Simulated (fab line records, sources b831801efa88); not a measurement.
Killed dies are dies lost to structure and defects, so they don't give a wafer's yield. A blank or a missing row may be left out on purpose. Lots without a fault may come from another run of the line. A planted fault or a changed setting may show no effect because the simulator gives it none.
fab line records | flow sky130
record lots=6 wafers=18 last_day=49
route steps=708 shown POLY_CUT@317 SD_P@320 RES_XHIGH@332 SD_N@342 PAD_OPEN@708
lots that met no fault: from a run of the same line without faults
start_h: hours from the record's first day to the start of the lot's first wafer shown | wait_h: hours since the lot's step before | " the same as in the row above | L1.1+2: a row that stands for several wafers | - no value, or no start given | * or withheld: withheld | < > ~ a bound
route shown NAME@n: a module of which the file shows steps, and the number in the route of the first | usual: mean/standard deviation of fault-free wafers | same: alike in all rows | chamber/n: place in a boat | sites: the reading at each site | _std_site: their standard deviation | _edge_site: outer sites' mean less inner sites' | radius_mm: how far each site lies from the wafer's centre | mask NAME#n: copy n | behind: the tool/chamber that last shaped the wafer | hold: why the lot was held/for how many hours/how that ended | device: the transistor (n, p or np) that didn't switch | end of line: the same wafers' tests at the end of the route | a step without rows: its recipe alone | killed: dies lost to structure and defects at the first sort, not the wafer's yield | map: a wafer's dies, x killed, . not, _ none there
set.NAME: the setting as run; set.NAME@STEP: as run at that earlier step | model.NAME: the simulator's own value behind a step, which no gauge read
lots at some steps of the route; a table a step, a row a wafer
services: from which hour (start_h, from the record's first day; less than 0 if before it) a tool's chamber was out of use, for how many hours, and why
## steps
# step SKY_POLY_CUT_ETCH_10
# recipe chemistry=N2/H2 target=BARC ion_energy_ev=200 source_w=500 bias_w=100 pressure_mtorr=30 n2_flow_sccm=100 h2_flow_sccm=200 stop_on=SiO2 time_s=45.9 target_depth_a=600
# usual drypump_motor_current_A=6.0/0.46 oes_product_au=0.855/0.0051 throttle_valve_pct=13.225/0.0099
# columns lot.wafer tool chamber start_h wait_h drypump_motor_current_A oes_product_au rf_hours_counter_h throttle_valve_pct
L990.2 rie_diel-04 3 578.30 0.0 5.2 0.852 60 13.245
L990.3 " 2 " " 6.2 0.850 36 13.226
L990.5 " 3 " " 5.2 0.857 - 13.223
L993.1 rie_diel-04 1 614.54 0.0 6.5 0.853 40 13.210
L993.3 " 0 " " 5.9 0.858 11 13.227
L993.5 " 1 " " 6.5 0.860 - 13.212
L994.2 rie_diel-04 0 617.65 0.0 5.9 0.857 11 13.220
L994.3 " 3 " " 5.2 0.861 60 13.239
L994.6 " 2 " " 6.2 0.858 - 13.232
L100.1 rie_diel-04 2 671.09 0.0 6.3 0.856 37 13.235
L100.2 " 1 " " 6.6 0.866 41 13.215
L100.5 " 1 " " 6.5 0.853 - 13.222
L105.1 rie_diel-03 2 710.00 0.0 5.5 0.854 6 13.224
L105.2 " 1 " " 6.3 0.847 1 13.235
L105.6 " 0 " " 5.8 0.858 - 13.230
L104.1 rie_diel-03 2 713.94 0.0 5.6 0.852 6 13.212
L104.2 " 3 " " 5.9 0.847 14 13.223
L104.3 " 0 " " 5.9 0.854 16 13.245
# step SKY_POLY_CUT_ETCH_11
# recipe target=Si3N4 chemistry=CF4/CH2F2/Ar stop_on=poly-Si source_w=600 bias_w=150 pressure_mtorr=40 cf4_flow_sccm=40 ch2f2_flow_sccm=20 Ar_flow_sccm=150 time_s=42.5 target_depth_a=600
# step SKY_POLY_CUT_STRIP_12
# recipe chemistry=O2/N2 power_w=1400 pressure_mtorr=1500 platen_temp_c=withheld o2_flow_sccm=3000 n2_flow_sccm=300 overash_fraction=0.5
# usual drypump_motor_current_A=5.7/0.46 oes_product_au=0.452/0.0044 strip_time_to_endpoint_s=5.360/0.019
# columns lot.wafer tool chamber start_h wait_h drypump_motor_current_A oes_product_au rf_hours_counter_h strip_time_to_endpoint_s
L990.2 plasma_asher-02 0 578.38 0.0 5.5 0.458 9 5.338
L990.3 " 0 " " 5.5 0.447 - 5.357
L990.5 " 0 " " 5.5 0.449 - 5.335
L993.1 plasma_asher-03 0 614.62 0.0 6.1 0.459 88 5.373
L993.3 " 0 " " 6.1 0.449 - 5.364
L993.5 " 0 " " 6.1 0.450 - 5.383
L994.2 plasma_asher-02 0 617.73 0.0 5.6 0.452 13 5.366
L994.3 " 0 " " 5.6 0.456 - 5.351
L994.6 " 0 " " 5.5 0.453 - 5.348
L100.1 plasma_asher-03 0 671.17 0.0 6.1 0.462 94 5.345
L100.2 " 1 " " 6.5 0.448 94 5.332
L100.5 " 0 " " 6.1 0.448 - 5.342
L105.1 plasma_asher-02 0 710.08 0.0 5.5 0.456 21 5.385
L105.2 " 1 " " 5.6 0.461 21 5.393
L105.6 " 0 " " 5.5 0.447 - 5.373
L104.1 plasma_asher-03 0 714.02 0.0 6.1 0.454 98 5.374
L104.2 " 1 " " 6.5 0.448 98 5.408
L104.3 " 1 " " 6.5 0.458 - 5.386
# step SKY_SD_P_DEHYDRATE_00
# recipe temp_c=200 time_s=60
# step SKY_SD_P_HMDS_01
# recipe prime_time_s=60 prime_temp_c=120
# step SKY_SD_P_COAT_02
# recipe resist=NOVOLAK spin_rpm=3000 resist_thk_nm=1140
# step SKY_SD_P_SOFTBAKE_03
# recipe temp_c=90 time_s=60 resist=NOVOLAK
# step SKY_SD_P_EXPOSE_04
# recipe mask_id=PSDM na=0.6 source_shape=conventional sigma_outer=0.6 polarization=unpolarized target_cd_nm=380 dose_mj=138
# step SKY_SD_P_PEB_05
# recipe temp_c=withheld time_s=* resist=NOVOLAK
# step SKY_SD_P_DEVELOP_06
# recipe resist=NOVOLAK developer=TMAH develop_time_s=60 dev_temp_c=23
# step SKY_SD_P_CD_MEAS_07
# recipe target_cd_nm=380
# usual cd_nm=380.1/2.8
# columns lot.wafer tool chamber start_h wait_h cd_nm
L990.2 cd_sem-02 - 607.94 0.1 384.0
L990.3 " - " " 383.7
L990.5 " - " " 385.2
L993.1 cd_sem-01 - 643.82 0.1 382.6
L993.3 " - " " 380.5
L993.5 " - " " 380.8
L994.2 cd_sem-01 - 646.66 0.1 378.5
L994.3 " - " " 380.1
L994.6 " - " " 380.1
L100.1 cd_sem-01 - 698.89 0.1 382.2
L100.2 " - " " 380.5
L100.5 " - " " 379.7
L105.1 cd_sem-01 - 737.44 0.1 383.6
L105.2 " - " " 384.6
L105.6 " - " " 385.6
L104.1 cd_sem-01 - 741.62 0.1 382.3
L104.2 " - " " 381.2
L104.3 " - " " 380.6
# step SKY_SD_P_OVL_MEAS_08
# usual SD_P_OVL=0.7/1.4
# columns lot.wafer tool chamber start_h wait_h SD_P_OVL[nm]
L990.2 overlay-01 - 608.04 0.1 1.1
L990.3 " - " " -0.3
L990.5 " - " " 1.4
L993.1 overlay-02 - 643.94 0.1 1.6
L993.3 " - " " 1.8
L993.5 " - " " 2.9
L994.2 overlay-01 - 646.77 0.1 1.3
L994.3 " - " " 0.5
L994.6 " - " " 2.4
L100.1 overlay-02 - 699.01 0.1 -0.3
L100.2 " - " " -1.1
L100.5 " - " " 1.3
L105.1 overlay-01 - 737.56 0.1 0.7
L105.2 " - " " -0.8
L105.6 " - " " -0.1
L104.1 overlay-02 - 741.74 0.1 -3.0
L104.2 " - " " 0.7
L104.3 " - " " 0.6
# step SKY_SD_P_IMPLANT_09
# recipe species=BF2 energy_kev=20 dose_cm2=3e+15 tilt_deg=0
# usual beam_on_s=14.0/0.8
# columns lot.wafer tool chamber start_h wait_h beam_on_s
L990.2 implanter-03 0 608.10 0.0 14.8
L990.3 " 0 " " 14.7
L990.5 " 0 " " 14.6
L993.1 implanter-04 0 643.97 0.0 12.5
L993.3 " 0 " " 12.7
L993.5 " 0 " " 13.0
L994.2 implanter-04 0 646.82 0.0 13.4
L994.3 " 0 " " 12.6
L994.6 " 0 " " 13.4
L100.1 implanter-03 0 699.04 0.0 14.7
L100.2 " 0 " " 14.1
L100.5 " 0 " " 14.6
L105.1 implanter-03 0 737.60 0.0 14.4
L105.2 " 0 " " 14.7
L105.6 " 0 " " 15.0
L104.1 implanter-03 0 741.78 0.0 14.5
L104.2 " 0 " " 14.3
L104.3 " 0 " " 14.9
# step SKY_SD_P_STRIP_10
# recipe chemistry=O2/N2 power_w=1400 pressure_mtorr=1500 platen_temp_c=withheld o2_flow_sccm=3000 n2_flow_sccm=300 overash_fraction=0.5
# usual drypump_motor_current_A=5.7/0.49 oes_product_au=0.617/0.0045 strip_time_to_endpoint_s=17.52/0.042
# columns lot.wafer tool chamber start_h wait_h drypump_motor_current_A oes_product_au rf_hours_counter_h strip_time_to_endpoint_s
L990.2 plasma_asher-01 1 608.22 0.1 5.9 0.618 52 17.56
L990.3 " 1 " " 5.9 0.613 - 17.58
L990.5 " 1 " " 5.9 0.622 - 17.58
L993.1 plasma_asher-03 1 644.12 0.1 6.4 0.614 91 17.56
L993.3 " 0 " " 6.1 0.612 - 17.58
L993.5 " 1 " " 6.4 0.614 - 17.52
L994.2 plasma_asher-03 0 646.95 0.1 6.0 0.614 92 17.47
L994.3 " 0 " " 6.1 0.629 - 17.48
L994.6 " 0 " " 6.1 0.613 - 17.54
L100.1 plasma_asher-04 1 699.19 0.1 5.5 0.614 93 17.56
L100.2 " 0 " " 5.0 0.630 93 17.50
L100.5 " 0 " " 5.0 0.616 - 17.50
L105.1 plasma_asher-04 1 737.75 0.1 5.4 0.619 97 17.53
L105.2 " 0 " " 5.0 0.617 97 17.52
L105.6 " 0 " " 5.0 0.614 - 17.50
L104.1 plasma_asher-01 0 741.93 0.1 5.7 0.621 65 17.49
L104.2 " 1 " " 5.9 0.616 65 17.47
L104.3 " 1 " " 5.9 0.615 - 17.52
# step SKY_SD_P_TW_MEAS_11
# usual SD_P_TW=2825/34
# columns lot.wafer tool chamber start_h wait_h SD_P_TW
L990.2 film_metro-04 - 608.33 0.1 2833
L990.3 " - " " 2853
L990.5 " - " " 2824
L993.1 film_metro-01 - 644.22 0.1 2845
L993.3 " - " " 2852
L993.5 " - " " 2865
L994.2 film_metro-01 - 647.06 0.1 2844
L994.3 " - " " 2867
L994.6 " - " " 2852
L100.1 film_metro-01 - 699.29 0.1 2841
L100.2 " - " " 2839
L100.5 " - " " 2841
L105.1 film_metro-01 - 737.85 0.1 2845
L105.2 " - " " 2853
L105.6 " - " " 2853
L104.1 film_metro-01 - 742.03 0.1 2866
L104.2 " - " " 2849
L104.3 " - " " 2847
# step SKY_RES_XHIGH_DEHYDRATE_00
# recipe temp_c=200 time_s=60
# step SKY_RES_XHIGH_HMDS_01
# recipe prime_time_s=62.52 prime_temp_c=120
# step SKY_RES_XHIGH_COAT_02
# recipe resist=NOVOLAK spin_rpm=3000 resist_thk_nm=1140
# step SKY_RES_XHIGH_SOFTBAKE_03
# recipe temp_c=90 time_s=60 resist=NOVOLAK
# step SKY_RES_XHIGH_EXPOSE_04
# recipe mask_id=URPM na=0.6 source_shape=conventional sigma_outer=0.6 polarization=unpolarized target_cd_nm=1270 dose_mj=140
# step SKY_RES_XHIGH_PEB_05
# recipe temp_c=withheld time_s=* resist=NOVOLAK
# step SKY_RES_XHIGH_DEVELOP_06
# recipe resist=NOVOLAK developer=TMAH develop_time_s=60 dev_temp_c=23
# step SKY_RES_XHIGH_IMPLANT_07
# recipe species=BF2 energy_kev=20 dose_cm2=3.6e+14 tilt_deg=0
# step SKY_RES_XHIGH_STRIP_08
# recipe chemistry=O2/N2 power_w=1400 pressure_mtorr=1500 platen_temp_c=withheld o2_flow_sccm=3000 n2_flow_sccm=300 overash_fraction=0.5
# usual drypump_motor_current_A=5.71/0.28 oes_product_au=0.711/0.0043 strip_time_to_endpoint_s=14.28/0.042
# columns lot.wafer tool chamber start_h wait_h drypump_motor_current_A oes_product_au rf_hours_counter_h strip_time_to_endpoint_s
L990.2 plasma_asher-02 1 637.82 0.1 5.53 0.708 15 14.26
L990.3 " 0 " " 5.53 0.712 - 14.30
L990.5 " 1 " " 5.55 0.713 - 14.27
L993.1 plasma_asher-02 1 672.74 0.1 5.58 0.713 17 14.25
L993.3 " 0 " " 5.54 0.714 - 14.31
L993.5 " 0 " " 5.54 0.716 - 14.28
L994.2 plasma_asher-02 0 675.52 0.1 5.51 0.715 17 14.35
L994.3 " 1 " " 5.62 0.714 - 14.33
L994.6 " 1 " " 5.59 0.714 - 14.33
L100.1 plasma_asher-02 1 727.32 0.1 5.58 0.713 23 14.25
L100.2 " 0 " " 5.51 0.708 23 14.25
L100.5 " 1 " " 5.55 0.708 - 14.24
L105.1 plasma_asher-03 1 764.94 0.1 6.47 0.708 2 14.29
L105.2 " 0 " " 6.06 0.706 2 14.30
L105.6 " 0 " " 6.08 0.711 - 14.30
L104.1 plasma_asher-02 1 769.47 0.1 5.53 0.714 27 14.32
L104.2 " 0 " " 5.56 0.711 27 14.33
L104.3 " 1 " " 5.56 0.714 - 14.32
# step SKY_RES_XHIGH_TW_MEAS_09
# usual RES_XHIGH_TW=1634/20
# columns lot.wafer tool chamber start_h wait_h RES_XHIGH_TW
L990.2 film_metro-02 - 637.93 0.1 1604
L990.3 " - " " 1611
L990.5 " - " " 1609
L993.1 film_metro-01 - 672.84 0.1 1656
L993.3 " - " " 1653
L993.5 " - " " 1656
L994.2 film_metro-02 - 675.63 0.1 1616
L994.3 " - " " 1622
L994.6 " - " " 1608
L100.1 film_metro-04 - 727.42 0.1 1652
L100.2 " - " " 1658
L100.5 " - " " 1656
L105.1 film_metro-02 - 765.04 0.1 1611
L105.2 " - " " 1606
L105.6 " - " " 1608
L104.1 film_metro-02 - 769.57 0.1 1609
L104.2 " - " " 1607
L104.3 " - " " 1621
# step SKY_SD_N_DEHYDRATE_00
# recipe temp_c=200 time_s=60
# step SKY_SD_N_HMDS_01
# recipe prime_time_s=60 prime_temp_c=120
# step SKY_SD_N_COAT_02
# recipe resist=NOVOLAK spin_rpm=3000 resist_thk_nm=1140
# step SKY_SD_N_SOFTBAKE_03
# recipe temp_c=89.54 time_s=60 resist=NOVOLAK
# step SKY_SD_N_EXPOSE_04
# recipe mask_id=NSDM na=0.6 source_shape=conventional sigma_outer=0.6 polarization=unpolarized target_cd_nm=380 dose_mj=141
# step SKY_SD_N_PEB_05
# recipe temp_c=withheld time_s=* resist=NOVOLAK
# step SKY_SD_N_DEVELOP_06
# recipe resist=NOVOLAK developer=TMAH develop_time_s=60 dev_temp_c=23
# step SKY_SD_N_CD_MEAS_07
# recipe target_cd_nm=380
# usual cd_nm=380.8/2
# columns lot.wafer tool chamber start_h wait_h cd_nm
L990.2 cd_sem-02 - 666.66 0.1 383.4
L990.3 " - " " 384.6
L990.5 " - " " 383.8
L993.1 cd_sem-01 - 700.99 0.1 380.2
L993.3 " - " " 377.1
L993.5 " - " " 379.2
L994.2 cd_sem-01 - 703.71 0.1 384.7
L994.3 " - " " 380.9
L994.6 " - " " 383.5
L100.1 cd_sem-01 - 754.44 0.1 379.7
L100.2 " - " " 380.6
L100.5 " - " " 378.9
L105.1 cd_sem-02 - 791.54 0.1 382.8
L105.2 " - " " 382.8
L105.6 " - " " 381.0
L104.1 cd_sem-01 - 796.09 0.1 381.7
L104.2 " - " " 378.8
L104.3 " - " " 381.6
# step SKY_SD_N_OVL_MEAS_08
# usual SD_N_OVL=-0.1/1.7
# columns lot.wafer tool chamber start_h wait_h SD_N_OVL[nm]
L990.2 overlay-01 - 666.77 0.1 -0.4
L990.3 " - " " -1.4
L990.5 " - " " -0.3
L993.1 overlay-02 - 701.11 0.1 -0.6
L993.3 " - " " 1.2
L993.5 " - " " 0.8
L994.2 overlay-01 - 703.82 0.1 -0.2
L994.3 " - " " 0.0
L994.6 " - " " -1.9
L100.1 overlay-02 - 754.56 0.1 -1.1
L100.2 " - " " 0.0
L100.5 " - " " -0.2
L105.1 overlay-01 - 791.66 0.1 -1.7
L105.2 " - " " -0.8
L105.6 " - " " 0.9
L104.1 overlay-01 - 796.21 0.1 -0.7
L104.2 " - " " -0.8
L104.3 " - " " -0.5
# step SKY_SD_N_IMPLANT_09
# recipe species=As energy_kev=50 dose_cm2=4e+15 tilt_deg=0
# step SKY_SD_N_IMPLANT_10
# recipe species=P energy_kev=20 dose_cm2=1e+14 tilt_deg=0
# step SKY_SD_N_STRIP_11
# recipe chemistry=O2/N2 power_w=1400 pressure_mtorr=1500 platen_temp_c=withheld o2_flow_sccm=3000 n2_flow_sccm=300 overash_fraction=0.5
# usual drypump_motor_current_A=5.44/0.27 oes_product_au=0.528/0.0048 strip_time_to_endpoint_s=22.57/0.046
# columns lot.wafer tool chamber start_h wait_h drypump_motor_current_A oes_product_au rf_hours_counter_h strip_time_to_endpoint_s
L990.2 plasma_asher-02 1 667.10 0.1 5.55 0.530 16 22.59
L990.3 " 0 " " 5.54 0.535 - 22.57
L990.5 " 0 " " 5.53 0.529 - 22.59
L993.1 plasma_asher-01 0 701.44 0.1 5.74 0.531 61 22.54
L993.3 " 1 " " 5.86 0.527 - 22.58
L993.5 " 1 " " 5.86 0.525 - 22.53
L994.2 plasma_asher-04 0 704.15 0.1 5.00 0.532 93 22.52
L994.3 " 1 " " 5.42 0.536 - 22.57
L994.6 " 0 " " 5.02 0.527 - 22.57
L100.1 plasma_asher-04 1 754.90 0.1 5.43 0.524 98 22.54
L100.2 " 0 " " 5.00 0.528 98 22.53
L100.5 " 0 " " 5.02 0.523 - 22.59
L105.1 plasma_asher-02 0 791.99 0.1 5.53 0.531 30 22.48
L105.2 " 1 " " 5.57 0.516 30 22.54
L105.6 " 0 " " 5.54 0.538 - 22.53
L104.1 plasma_asher-04 1 796.55 0.1 5.44 0.529 102 22.52
L104.2 " 0 " " 4.98 0.532 102 22.54
L104.3 " 1 " " 5.43 0.531 - 22.52
# step SKY_SD_N_TW_MEAS_12
# usual SD_N_TW=3975/55
# columns lot.wafer tool chamber start_h wait_h SD_N_TW
L990.2 film_metro-02 - 667.21 0.1 3911
L990.3 " - " " 3940
L990.5 " - " " 3923
L993.1 film_metro-04 - 701.54 0.1 3987
L993.3 " - " " 4007
L993.5 " - " " 4001
L994.2 film_metro-04 - 704.26 0.1 3999
L994.3 " - " " 3952
L994.6 " - " " 3981
L100.1 film_metro-02 - 755.00 0.1 3930
L100.2 " - " " 3928
L100.5 " - " " 3921
L105.1 film_metro-02 - 792.09 0.1 3915
L105.2 " - " " 3901
L105.6 " - " " 3918
L104.1 film_metro-04 - 796.65 0.1 4018
L104.2 " - " " 4022
L104.3 " - " " 4040
# step SKY_SD_N_CLEAN_13
# recipe chemistry=SC1/SC2 mix=1:4:20 temp_c=70 time_s=150 dry=n2_spin
# step SKY_SD_N_RTA_14
# recipe temp_c=1075 time_s=2 idle_temp_c=650 ramp_up_c_per_s=150 ramp_down_c_per_s=90 ambient=N2
# step SKY_SD_N_RS_MEAS_16
# recipe thk_meas_gauge=four-point-probe
# usual SD_N_RS=68.56/0.1
# columns lot.wafer tool chamber start_h wait_h SD_N_RS[ohm/sq]
L990.2 film_metro-01 - 667.51 0.1 68.52
L990.3 " - " " 68.55
L990.5 " - " " 68.39
L993.1 film_metro-01 - 701.82 0.1 68.52
L993.3 " - " " 68.60
L993.5 " - " " 68.49
L994.2 film_metro-04 - 704.56 0.1 68.52
L994.3 " - " " 68.60
L994.6 " - " " 68.75
L100.1 film_metro-04 - 755.28 0.1 68.55
L100.2 " - " " 68.65
L100.5 " - " " 68.64
L105.1 film_metro-04 - 792.38 0.1 68.46
L105.2 " - " " 68.46
L105.6 " - " " 68.52
L104.1 film_metro-01 - 796.93 0.1 68.71
L104.2 " - " " 68.53
L104.3 " - " " 68.59
# step SKY_PAD_OPEN_PROBE_99
# usual killed_at_M0_to_M3=43/7.3 killed_at_M4_up=3.1/1.8 killed_at_contacts=24/5.4 killed_at_front_end=15/4.1 killed_at_other=0.2/0.52 killed_dies=86/10 killed_open=47/7.3 killed_short=39/6.4
# same gross_dies=492 killed_at_back_side=0
# columns lot.wafer tool chamber start_h wait_h killed_at_M0_to_M3 killed_at_M4_up killed_at_contacts killed_at_front_end killed_at_other killed_dies killed_open killed_short model.etest.pfet_g5v0d10v5.r_on_ohm_um model.etest.pfet_g5v0d10v5.drive_ua_um model.etest.res_high_po.rs_ohm_sq_rim_less_centre model.etest.pfet_01v8_lvt.drive_ua_um model.etest.res_high_po.rs_ohm_sq_range model.etest.pfet_g5v0d10v5.vt_long_v model.etest.pfet_16v.vt_v
L990.2 prober-02 - 1092.16 0.1 52 2 23 11 0 88 51 37 4877 330.2 -4.598 175.8 9.464 -0.9312 -1.105
L990.3 prober-02 - 1092.21 0.2 35 7 24 17 0 83 47 36 4816 335.4 -4.948 176.4 6.608 -0.9339 -1.107
L990.5 prober-02 - 1092.31 0.2 53 6 28 22 0 109 62 47 4881 326.9 -5.864 171.9 9.33 -0.9298 -1.106
L993.1 prober-01 - 1116.31 0.1 46 3 16 29 1 95 45 49 4729 338.7 5.198 173 7.231 -0.9229 -1.092
L993.3 prober-01 - 1116.41 0.2 56 0 21 15 1 93 46 47 4741 342.9 7.767 171.5 9.849 -0.9243 -1.093
L993.5 prober-01 - 1116.51 0.2 43 6 17 23 2 91 48 42 4800 338.1 7.599 170.4 9.401 -0.9287 -1.098
L994.2 prober-02 - 1117.11 0.1 49 4 33 18 1 105 62 43 4807 336 -7.108 174.6 8.717 -0.922 -1.091
L994.3 prober-02 - 1117.16 0.2 48 3 23 17 0 91 51 40 4753 346.3 -7.919 177.8 12.86 -0.914 -1.082
L994.6 prober-02 - 1117.31 0.2 43 2 33 12 0 90 52 38 4744 340.9 -8.613 176.7 10.7 -0.9076 -1.076
L100.1 prober-02 - 1151.97 0.1 41 3 24 15 0 83 50 33 4762 342.3 -8.63 176.5 9.534 -0.9237 -1.092
L100.2 prober-02 - 1152.02 0.1 30 2 20 18 0 70 30 40 4648 350.3 -10.91 176.4 11.75 -0.9214 -1.093
L100.5 prober-02 - 1152.17 0.2 51 5 15 12 0 83 34 49 4729 341.1 -8.087 176.2 10.82 -0.9224 -1.091
L105.1 prober-02 - 1175.61 0.1 44 1 33 16 0 94 52 42 5008 327 -9.055 165.4 9.874 -0.9509 -1.122
L105.2 prober-02 - 1175.66 0.1 53 2 21 14 0 90 53 37 5070 319.9 -8.107 164 11.09 -0.9556 -1.123
L105.6 prober-02 - 1175.86 0.2 38 5 18 12 0 73 46 27 5033 325 -9.164 165.1 9.644 -0.9472 -1.125
L104.1 prober-01 - 1178.60 0.1 33 1 20 12 0 66 36 29 4901 338.4 -7.698 169.6 10.01 -0.9503 -1.119
L104.2 prober-01 - 1178.65 0.1 41 0 33 11 0 85 46 39 4838 340.4 -5.598 169.3 7.082 -0.9418 -1.11
L104.3 prober-01 - 1178.70 0.2 51 4 29 11 0 95 54 41 4853 338 -4.427 171.7 6.685 -0.9454 -1.116
# killed by level:class
L990.2 VIA1:geometric_particle:open=15 VIA3:geometric_particle:open=10 CONTACT:geometric_particle:open=9 LI_CONTACT:geometric_particle:open=7 VIA1:geometric_particle:short=6 METAL1:geometric_particle:short=4 VIA2:geometric_particle:open=4 VIA3:geometric_particle:short=4
L990.3 LI_CONTACT:geometric_particle:open=12 VIA1:geometric_particle:open=9 FIELD_ISO:geometric_particle:short=5 CONTACT:geometric_particle:short=5 VIA1:geometric_particle:short=5 VIA2:geometric_particle:short=5 POLY_GATE:geometric_particle:short=4 CONTACT:geometric_particle:open=4
L990.5 VIA1:geometric_particle:open=12 LI_CONTACT:geometric_particle:open=11 VIA2:geometric_particle:open=8 FIELD_ISO:geometric_particle:open=7 VIA3:geometric_particle:open=7 CONTACT:geometric_particle:open=7 LI_CONTACT:geometric_particle:short=5 POLY_GATE:geometric_particle:short=5
L993.1 VIA1:geometric_particle:open=12 FIELD_ISO:geometric_particle:short=8 POLY_GATE:geometric_particle:open=6 METAL2:geometric_particle:short=6 VIA3:geometric_particle:open=6 FIELD_ISO:geometric_particle:open=5 CONTACT:geometric_particle:open=5 VIA1:geometric_particle:short=5
L993.3 VIA1:geometric_particle:open=13 METAL2:geometric_particle:short=10 METAL1:geometric_particle:short=7 LI_CONTACT:geometric_particle:open=7 VIA1:geometric_particle:short=7 VIA2:geometric_particle:open=6 POLY_GATE:geometric_particle:open=5 POLY_GATE:geometric_particle:short=4
L993.5 VIA1:geometric_particle:open=12 FIELD_ISO:geometric_particle:short=8 CONTACT:geometric_particle:open=7 VIA1:geometric_particle:short=6 POLY_GATE:geometric_particle:short=5 POLY_GATE:geometric_particle:open=5 VIA3:geometric_particle:open=5 METAL4:geometric_particle:short=5
L994.2 CONTACT:geometric_particle:open=13 VIA1:geometric_particle:open=11 LI_CONTACT:geometric_particle:open=11 METAL3:geometric_particle:short=8 FIELD_ISO:geometric_particle:open=7 VIA1:geometric_particle:short=7 VIA3:geometric_particle:open=6 VIA2:geometric_particle:open=5
L994.3 VIA1:geometric_particle:open=13 CONTACT:geometric_particle:open=10 VIA3:geometric_particle:open=8 CONTACT:geometric_particle:short=7 FIELD_ISO:geometric_particle:open=6 VIA1:geometric_particle:short=5 METAL2:geometric_particle:short=5 POLY_GATE:geometric_particle:short=4
L994.6 CONTACT:geometric_particle:open=15 VIA1:geometric_particle:open=8 FIELD_ISO:geometric_particle:open=6 VIA3:geometric_particle:short=6 LI_CONTACT:geometric_particle:open=6 VIA3:geometric_particle:open=6 CONTACT:geometric_particle:short=6 METAL1:geometric_particle:short=5
L100.1 VIA3:geometric_particle:open=12 CONTACT:geometric_particle:open=9 VIA2:geometric_particle:open=8 LI_CONTACT:geometric_particle:open=7 FIELD_ISO:geometric_particle:open=6 VIA1:geometric_particle:short=5 METAL2:geometric_particle:short=4 LI_CONTACT:geometric_particle:short=3
L100.2 CONTACT:geometric_particle:short=7 FIELD_ISO:geometric_particle:short=6 VIA1:geometric_particle:open=6 LOCAL_INTERCONNECT:geometric_particle:short=6 VIA3:geometric_particle:open=5 POLY_GATE:geometric_particle:open=4 CONTACT:geometric_particle:open=4 VIA1:geometric_particle:short=4
L100.5 VIA2:geometric_particle:open=7 VIA3:geometric_particle:open=7 VIA3:geometric_particle:short=7 CONTACT:geometric_particle:open=6 METAL1:geometric_particle:short=6 VIA1:geometric_particle:short=6 METAL4:geometric_particle:short=5 METAL2:geometric_particle:short=5
L105.1 CONTACT:geometric_particle:open=14 VIA3:geometric_particle:open=10 VIA1:geometric_particle:open=8 LI_CONTACT:geometric_particle:open=7 METAL2:geometric_particle:short=6 METAL1:geometric_particle:short=5 FIELD_ISO:geometric_particle:short=4 POLY_GATE:geometric_particle:open=4
L105.2 VIA1:geometric_particle:open=13 LI_CONTACT:geometric_particle:open=6 METAL1:geometric_particle:short=6 VIA1:geometric_particle:short=6 VIA2:geometric_particle:open=6 VIA3:geometric_particle:open=6 POLY_GATE:geometric_particle:open=5 CONTACT:geometric_particle:open=5
L105.6 VIA1:geometric_particle:open=12 CONTACT:geometric_particle:open=7 VIA3:geometric_particle:open=7 LOCAL_INTERCONNECT:geometric_particle:short=4 LI_CONTACT:geometric_particle:open=4 VIA2:geometric_particle:open=4 FIELD_ISO:geometric_particle:short=3 METAL1:geometric_particle:short=3
L104.1 VIA1:geometric_particle:open=9 LI_CONTACT:geometric_particle:open=7 VIA1:geometric_particle:short=6 METAL2:geometric_particle:short=5 CONTACT:geometric_particle:open=5 FIELD_ISO:geometric_particle:short=4 LOCAL_INTERCONNECT:geometric_particle:short=4 CONTACT:geometric_particle:short=3
L104.2 CONTACT:geometric_particle:open=11 VIA1:geometric_particle:open=8 VIA3:geometric_particle:open=7 LOCAL_INTERCONNECT:geometric_particle:short=6 CONTACT:geometric_particle:short=5 LI_CONTACT:geometric_particle:open=5 LI_CONTACT:geometric_particle:short=5 VIA2:geometric_particle:short=5
L104.3 VIA1:geometric_particle:open=16 CONTACT:geometric_particle:open=14 VIA1:geometric_particle:short=7 VIA2:geometric_particle:open=7 METAL3:geometric_particle:short=6 LOCAL_INTERCONNECT:geometric_particle:short=5 CONTACT:geometric_particle:short=5 METAL2:geometric_particle:short=5
## services
# columns tool chamber start_h hours kind
rie_diel-03 - 561.02 1.2 repair
implanter-04 - 565.50 1.6 repair
rie_diel-03 3 579.93 2.8 repair
implanter-04 - 598.16 3.1 pm
plasma_asher-03 - 621.64 1.5 repair
rie_diel-03 1 623.51 12.2 repair
implanter-04 - 633.60 0.5 repair
plasma_asher-02 - 644.63 14.6 pm
rie_diel-04 - 651.60 2.8 pm
plasma_asher-01 - 657.68 0.9 repair
plasma_asher-01 - 663.05 3.1 repair
plasma_asher-03 - 679.74 5.6 repair
rie_diel-04 - 682.41 0.2 repair
plasma_asher-01 - 688.58 8.7 repair
implanter-03 - 701.62 3.9 repair
plasma_asher-04 - 723.76 2.8 pm
plasma_asher-03 - 733.75 9.0 pm
rie_diel-04 3 738.49 3.1 repair
implanter-03 - 750.72 1.1 repair
implanter-03 - 762.35 3.0 pm
plasma_asher-03 - 768.92 2.3 repair
rie_diel-04 3 770.99 3.7 repair
plasma_asher-04 - 775.26 2.3 repair
plasma_asher-01 - 776.04 47.9 pm
## key
first_sign none at tools or gauges
model_effect step=SKY_PAD_OPEN_PROBE_99 value=etest.pfet_g5v0d10v5.r_on_ohm_um without=4761 struck=4950
met_at SKY_SD_P_IMPLANT_09
struck_wafers L104.1,L104.2,L104.3,L105.1,L105.2,L105.6
tester_left_out L104,L105
onset_between 699.04 737.60
also_fits time
fault kind=process_parameter_drift tool=implanter-03 chamber=- onset_h=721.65 steps=SKY_SD_P_IMPLANT_09 channel=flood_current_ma offset=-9 shape=step end_h=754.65
# tester_left_out: of these lots the tester's yield and bins aren't shown, on N5 and GAA mostly nor the transistor test; their killed dies are dies lost to structure and defects alone, not to doping, threshold or leakage, so they don't give the yield
